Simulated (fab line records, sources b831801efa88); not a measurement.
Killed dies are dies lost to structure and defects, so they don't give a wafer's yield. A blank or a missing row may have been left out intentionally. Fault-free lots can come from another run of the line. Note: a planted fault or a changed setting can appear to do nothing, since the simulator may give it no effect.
Which tool was responsible? || flow sky130 || 6 lots with 18 wafers sampled at 2 steps, on a route of 708 steps

## WHAT EACH GAUGE READ, for each wafer
SKY_POLY_GATE_THK_MEAS_01.
{"lot": "L843", "measured": "day 14 11:23", "on": "film-metro-02", "POLY_GATE_CVD_00_THK (nm)": "188.1 188.6 188.0"}
{"lot": "L853", "measured": "day 18 02:52", "on": "film-metro-02", "POLY_GATE_CVD_00_THK (nm)": "180.7 180.4 180.6"}
{"lot": "L856", "measured": "day 19 05:10", "on": "film-metro-01", "POLY_GATE_CVD_00_THK (nm)": "181.9 181.3 181.9"}
{"lot": "L859", "measured": "day 20 02:07", "on": "film-metro-01", "POLY_GATE_CVD_00_THK (nm)": "177.8 178.2 178.0"}
{"lot": "L860", "measured": "day 21 01:53", "on": "film-metro-02", "POLY_GATE_CVD_00_THK (nm)": "176.3 175.7 177.6"}
{"lot": "L863", "measured": "day 22 02:51", "on": "film-metro-04", "POLY_GATE_CVD_00_THK (nm)": "179.9 178.5 179.2"}

## EACH LOT AND THE TOOL THAT RAN IT (in order: tool; ch and the chambers of the sampled wafers; start)
{"lot": "L843", "SKY_POLY_GATE_CVD_00": "lpcvd-01 ch 1, day 14 10:11"}
{"lot": "L853", "SKY_POLY_GATE_CVD_00": "lpcvd-01 ch 1, day 18 01:40"}
{"lot": "L856", "SKY_POLY_GATE_CVD_00": "lpcvd-01 ch 0, day 19 03:57"}
{"lot": "L859", "SKY_POLY_GATE_CVD_00": "lpcvd-01 ch 1, day 20 00:54"}
{"lot": "L860", "SKY_POLY_GATE_CVD_00": "lpcvd-01 ch 0, day 21 00:41"}
{"lot": "L863", "SKY_POLY_GATE_CVD_00": "lpcvd-01 ch 1, day 22 01:38"}
- SKY_POLY_GATE_CVD_00: deposits poly-Si, target thk 180 nm, time 720 s.

## THE ANSWER, worked out from the rows above alone
Rule: the usual values come from the lots themselves. Put in order of their means at a reading, lots are off if they are a third of the lots or fewer, leave a main group of 4 or more, and stand apart from it by a gap of 3 or more times the standard deviation of the main group's means; of several such gaps the widest counts. Not used: any main group whose means are identical at the precision the tables above print for the reading. A lot without any number at a reading at which 4 lots or more have one is off too. Any other lot the step has rows for is counted as sound.
Off: L843, at SKY_POLY_GATE_THK_MEAS_01 (POLY_GATE_CVD_00_THK). Mean 179.2 nm and standard deviation 1.8 in the main group.
If a tool, at a process step before that reading, ran all the lots that are off and no sound lot after the first of them, it fits. Gauges at SKY_POLY_GATE_THK_MEAS_01: tried the same way as those tools. Of those tried, none fits.

## WHAT THE SIMULATOR HAD INSERTED
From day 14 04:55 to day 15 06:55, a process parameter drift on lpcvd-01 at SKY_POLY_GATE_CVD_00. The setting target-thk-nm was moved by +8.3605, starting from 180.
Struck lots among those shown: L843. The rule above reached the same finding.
